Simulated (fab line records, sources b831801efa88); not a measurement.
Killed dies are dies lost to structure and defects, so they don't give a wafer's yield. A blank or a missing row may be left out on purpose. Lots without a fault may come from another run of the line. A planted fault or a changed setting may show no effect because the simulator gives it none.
Problem report in the 8D (eight disciplines) form, filled by code | flow gf180mcu | the parts of the form that need people (team, actions taken, sign-off) are left out

1. THE PROBLEM
V3_CVD_00_THK at GF_V3_THK_MEAS_01 reads a mean of 512 nm on 6 wafers of 2 lots; wafers without a fault read 600 nm with a standard deviation of 5.3. That is -17 standard deviations from the usual mean.
First seen on wafer L417.1, day 22 18:37, on film_metro-02. The record holds 36 wafers of 12 lots with a number at this step. Rule for "out", or "out of limits": more than 4 standard deviations from the usual mean. The other wafers with a number count as sound.

2. WHAT IT IS AND WHAT IT IS NOT
question                    | is                           | is not
which readings at this step | V3_CVD_00_THK                | -
which lots                  | L417, L418                   | L414, L426, L427, L428, L429, L430, L432, L433, L434, L436
which wafers of those lots  | all that have a number       | -
read on which gauges        | film_metro-02, film_metro-04 | film_metro-03
when                        | from day 22 18:37            | up to then (3 sound wafers); but 27 sound wafers of L426, L427, L428, L429, L430, L432, L433, L434, L436 came after

3. SUSPECTS, AND WHAT RULES EACH OUT
Counting: a tool at a process step up to the reading stays a suspect if it ran every lot that is out and no sound lot after the first of them.
- the gauge at GF_V3_THK_MEAS_01: ruled out. The wafers that are out were read on 2 gauges (film_metro-02, film_metro-04).
- plasma_asher-02 at GF_M3_STRIP_17 (strips in O2/N2): ruled out as a lasting fault. Sound lots L432, L434, L436 ran on it after its first lot that is out, L417 (day 22 17:59).
- hdpcvd-02 at GF_V3_CVD_00 (deposits SiO2, target thk 600 nm, time 100 s): ruled out as a lasting fault. Sound lots L428, L429, L432, L433, L434 ran on it after its first lot that is out, L417 (day 22 18:33).
Left after counting: nothing in the record.

4. THE CAUSE (what the simulator had put in)
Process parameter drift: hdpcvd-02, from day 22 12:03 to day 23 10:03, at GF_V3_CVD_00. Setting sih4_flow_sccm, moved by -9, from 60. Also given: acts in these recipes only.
Counting ruled it out, wrongly: the rule takes a fault to strike every lot that its tool runs from its start on, and this one did not.

5. THE CHAIN OF EFFECTS, in route order
Each row: a reading whose mean over the struck wafers that have a number lies more than 3 standard deviations from the usual. Only readings for which the record gives a usual standard deviation are gone through. hours: the time from each lot's start at the first step in this table that gives one to its start at this step, as a median over the lots. sigmas: the change in usual standard deviations.
hours | step              | reading        | usual      | on struck wafers | change | sigmas
0     | GF_V3_CVD_00      | sih4_flow_sccm | 59.99 sccm | 51.10            | -8.89  | -44
0     | GF_V3_THK_MEAS_01 | V3_CVD_00_THK  | 600 nm     | 512              | -88    | -17
The process steps in it:
- GF_V3_CVD_00: deposits SiO2, target thk 600 nm, time 100 s.

6. WHAT WOULD HAVE CAUGHT IT SOONER
In this record the first reading out of limits at a measuring or inspecting step was taken at day 22 18:37, 7 hours after the fault began at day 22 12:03.
The tool's own readings at GF_V3_CVD_00 were out on every struck wafer that the step has a row for (sih4_flow_sccm): an alarm limit on them would have fired on the first of those.
